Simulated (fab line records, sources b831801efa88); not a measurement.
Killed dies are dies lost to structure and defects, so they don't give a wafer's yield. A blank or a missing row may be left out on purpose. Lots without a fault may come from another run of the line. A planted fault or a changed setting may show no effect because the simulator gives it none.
Chamber matching | flow sfq_line | SFQ_TRILAYER_I4_DEP_PECVD_099 on pecvd-04: 3 sister chambers
The step deposits SiO2 from SiH4/N2O, time 111.11 s, target thk 500 nm. 6 wafers are shown with their chamber, then 7 later ones without.

WAFERS WITH THEIR CHAMBER
wafer  | chamber | heater_power_w (W) | chamber_pressure_Torr (Torr)
L393.3 | 0       | 55                 | 2.398
L393.4 | 2       | 92                 | 2.393
L397.2 | 0       | 55                 | 2.404
L397.6 | 2       | 100                | 2.400
L404.1 | 1       | 81                 | 2.401
L404.4 | 1       | 83                 | 2.410

WAFERS WITHOUT THEIR CHAMBER
wafer  | heater_power_w (W) | chamber_pressure_Torr (Torr)
L404.5 | 92                 | 2.405
L406.1 | 55                 | 2.399
L406.2 | 80                 | 2.402
L406.6 | 97                 | 2.403
L408.1 | 88                 | 2.399
L408.3 | 45                 | 2.400
L408.5 | 84                 | 2.401

WHICH CHAMBER EACH WENT THROUGH
wafer  | from the rows above     | in truth
L404.5 | can't be placed: 2 or 1 | 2
L406.1 | 0                       | 0
L406.2 | 1                       | 1
L406.6 | 2                       | 2
L408.1 | can't be placed: 1 or 2 | 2
L408.3 | 0                       | 0
L408.5 | 1                       | 1
Placed correctly: 5 of 7. Can't be placed from these rows: 2 (the true chamber is among the candidates in 2). Placed wrongly: 0.
How it was worked out, from the rows above alone: a wafer's distance from a chamber is the root of the sum, over the readings, of the square of ((its reading less the chamber's mean) divided by the reading's scatter). The wafer belongs to the nearest chamber; if the next one is less than 2 further off, it can't be placed. A chamber's mean is the mean of its shown wafers. The scatter: the root of (the sum of the squares of (reading less its chamber's mean) over the shown wafers, divided by (wafers less chambers)).
